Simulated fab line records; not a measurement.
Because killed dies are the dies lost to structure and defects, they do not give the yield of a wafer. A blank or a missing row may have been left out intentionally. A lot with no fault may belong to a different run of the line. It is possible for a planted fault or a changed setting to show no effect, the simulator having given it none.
Problem report, 8D (eight disciplines) form, completed by code | flow gf180mcu | the parts of the form that need people (team, actions taken, sign-off) are left out

== 1. PROBLEM STATEMENT ==
V2_W_RS at GF_V2_RS_MEAS_24 reads a mean of 0.581 ohm/sq on 1 wafer of 1 lot; wafers without a fault read 0.326 ohm/sq with a standard deviation of 0.0049. That is +52 standard deviations from the usual mean.
The step: measures by four-point-probe.
First observed at day 25 03:40: wafer L400.3, on filmMetro-02. Wafers with a number at this step in the record: 33, from 11 lots. Rule for "out" (also "out of limits"): further than 4 standard deviations from the usual mean. The rest of the wafers with a number are treated as sound.

== 2. WHAT IT IS; WHAT IT IS NOT ==
question                    | is                | is not
which readings at this step | V2_W_RS           | -
which lots                  | L400              | L387, L389, L390, L392, L395, L396, L407, L408, L409, L410
which wafers of those lots  | L400.3            | L400.1, L400.4
read on which gauges        | filmMetro-02      | filmMetro-03, filmMetro-04
when                        | from day 25 03:40 | up to then (20 sound wafers); but 12 sound wafers of L407, L408, L409, L410 came after

== 3. WHAT RULES OUT EACH SUSPECT ==
Counting: any tool at a process step up to the reading remains a suspect provided it ran every lot that is out. Sound lots after the first of them don't rule it out here, since some wafers of a struck lot are sound.
- the gauge at GF_V2_RS_MEAS_24 is ruled out. All the wafers that are out were read on filmMetro-02, but those of them that GF_V2_CMP_26 has rows for are out there too, on other tools.
- cvdW-01 at GF_V2_CVD_23 (deposits W, target thk 350 nm, time 104.94 s): kept. L400, the lot that is out, went through it at day 25 03:34; up to then, the latest sound lot through it was L396 at day 23 14:10.
- At GF_V2_CVD_23 on cvdW-01, chamber 0 took the sound wafers of the same lots and chamber 1 took the wafers that are out.
After counting, what remains is cvdW-01 at GF_V2_CVD_23.

== 4. THE CAUSE (what the simulator had put in) ==
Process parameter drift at GF_V2_CVD_23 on cvdW-01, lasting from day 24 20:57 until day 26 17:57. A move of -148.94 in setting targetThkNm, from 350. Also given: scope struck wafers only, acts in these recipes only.
Only this tool survived the counting.

== 5. SEQUENCE OF EFFECTS, ordered by route ==
One row per reading whose mean, taken over the struck wafers that have a number, lies over 3 standard deviations from the usual. Scope: only readings with a usual standard deviation given in the record; hours: median across lots of the time from each lot's start at the first step in this table that gives one to its start at this step; sigmas: change in usual standard deviations.
hours | step              | reading         | usual        | on struck wafers | change | sigmas
0     | GF_V2_RS_MEAS_24  | V2_W_RS         | 0.326 ohm/sq | 0.581            | +0.255 | +52
0     | GF_V2_THK_MEAS_25 | V2_W_THK        | 360 nm       | 201              | -159   | -21
0     | GF_V2_CMP_26      | timeToEndpointS | 87 s         | 56               | -31    | -6.6
Its process steps:
- GF_V2_CMP_26: polishes, stops on SiO2, t overpolish 15 s, target thk 0 nm.
Later steps that measure or inspect, where all struck wafers having a row at the step show a number for every such reading and not one has moved that far: GF_V4_BOW_MEAS_05.

== 6. WHAT WOULD HAVE CAUGHT IT SOONER ==
Counted from the fault's start at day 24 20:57, it took 7 hours until the first out-of-limits reading at a measuring or inspecting step in this record, taken at day 25 03:40.
An alarm limit of 4 standard deviations would not have fired on the tool readings at GF_V2_CVD_23 for which the record gives a usual standard deviation, since none of them was out on any struck wafer.
By day 25 03:40 the whole set of lots that are out, 1 in number, had already begun GF_V2_CVD_23 on cvdW-01. A hold on the tool at that time would have spared none of them.
